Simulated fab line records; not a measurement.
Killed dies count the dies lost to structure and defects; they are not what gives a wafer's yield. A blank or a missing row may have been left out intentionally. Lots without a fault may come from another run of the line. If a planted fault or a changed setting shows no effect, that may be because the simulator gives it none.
A single fault, viewed from 2 desks || flow sky130 || numbers are kept per desk, each desk with only its own; the story behind them comes last

## FROM THE METROLOGY DESK
Lot by lot, what the gauges showed, no matter which tool ran the lot: averages of those sampled wafers that carry a number. Any lot whose mean is over 4 standard deviations away from the usual mean is out of limits and marked OUT; that distance is given in the brackets.
Columns: A = METAL3_OVL at SKY_METAL3_OVL_MEAS_14, usual 4 nm
{"lot": "L737", "first seen here": "day 38 07:14", "A": 5}
{"lot": "L738", "first seen here": "day 38 13:01", "A": 6}
{"lot": "L739", "first seen here": "day 38 22:38", "A": 6}
{"lot": "L744", "first seen here": "day 40 17:14", "A": 5}
{"lot": "L745", "first seen here": "day 41 11:35", "A": 6}
{"lot": "L747", "first seen here": "day 42 02:14", "A": 5}
{"lot": "L746", "first seen here": "day 42 04:02", "A": 6}
{"lot": "L750", "first seen here": "day 42 11:38", "A": 8}
{"lot": "L756", "first seen here": "day 44 03:08", "A": 1}
{"lot": "L758", "first seen here": "day 44 11:20", "A": -3}
{"lot": "L759", "first seen here": "day 44 19:01", "A": 5}
{"lot": "L760", "first seen here": "day 45 01:56", "A": 4}
This desk's verdict: no lot among the 12 shows anything out of limits.

## FOR THE TOOL OWNER'S DESK: rie-metal-02
The tool's own readings at SKY_METAL4_ETCH_16 (etches BARC in N2/H2, stops on SiO2, time 88.2 s, target depth 60 nm): means of the sampled wafers that have a number, for each lot that ran on this tool. Any lot whose mean is over 4 standard deviations away from the usual mean is out of limits and marked OUT; that distance is given in the brackets.
Columns: A = bias-w at SKY_METAL4_ETCH_16, usual 100.05 W; B = drypump-motor-current-A at SKY_METAL4_ETCH_16, usual 5.9 A; C = oes-product-au at SKY_METAL4_ETCH_16, usual 0.626 a.u.; D = throttle-valve-pct at SKY_METAL4_ETCH_16, usual 13.205 %
{"lot": "L738", "first seen here": "day 41 18:47", "A": 99.81, "B": 6.0, "C": 0.626, "D": 13.205}
{"lot": "L739", "first seen here": "day 42 03:00", "A": 100.32, "B": 6.0, "C": 0.629, "D": 13.218}
{"lot": "L744", "first seen here": "day 43 20:02", "A": 100.00, "B": 6.2, "C": 0.626, "D": 13.208}
{"lot": "L745", "first seen here": "day 44 12:30", "A": "102.76 (+9.4) OUT", "B": 6.5, "C": 0.620, "D": 13.201}
{"lot": "L746", "first seen here": "day 45 03:20", "A": "102.67 (+9.0) OUT", "B": 6.5, "C": 0.627, "D": 13.205}
Finding of this desk: L745, L746 out of limits; the first was L745 at day 44 12:30, on bias-w at SKY_METAL4_ETCH_16. L738, L739, L744 stayed within limits.

## ALL TOGETHER
On L745, L746, at day 44 12:30, an alarm was possible from the tool owner's desk.
From the metrology desk's view, nothing was out of limits.
The metrology desk has L745, L746 on record, within its limits.
On rie-metal-02, each named lot ran SKY_METAL4_ETCH_16.

## WHAT THE SIMULATOR HAD PUT IN
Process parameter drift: rie-metal-02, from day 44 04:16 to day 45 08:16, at SKY_METAL4_ETCH_16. Setting bias-w, moved by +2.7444, from 100. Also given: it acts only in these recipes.
Lots struck among those shown: L745, L746.
Time in hours from fault onset to the first out-of-limits reading at each desk: the tool owner's desk, 8.
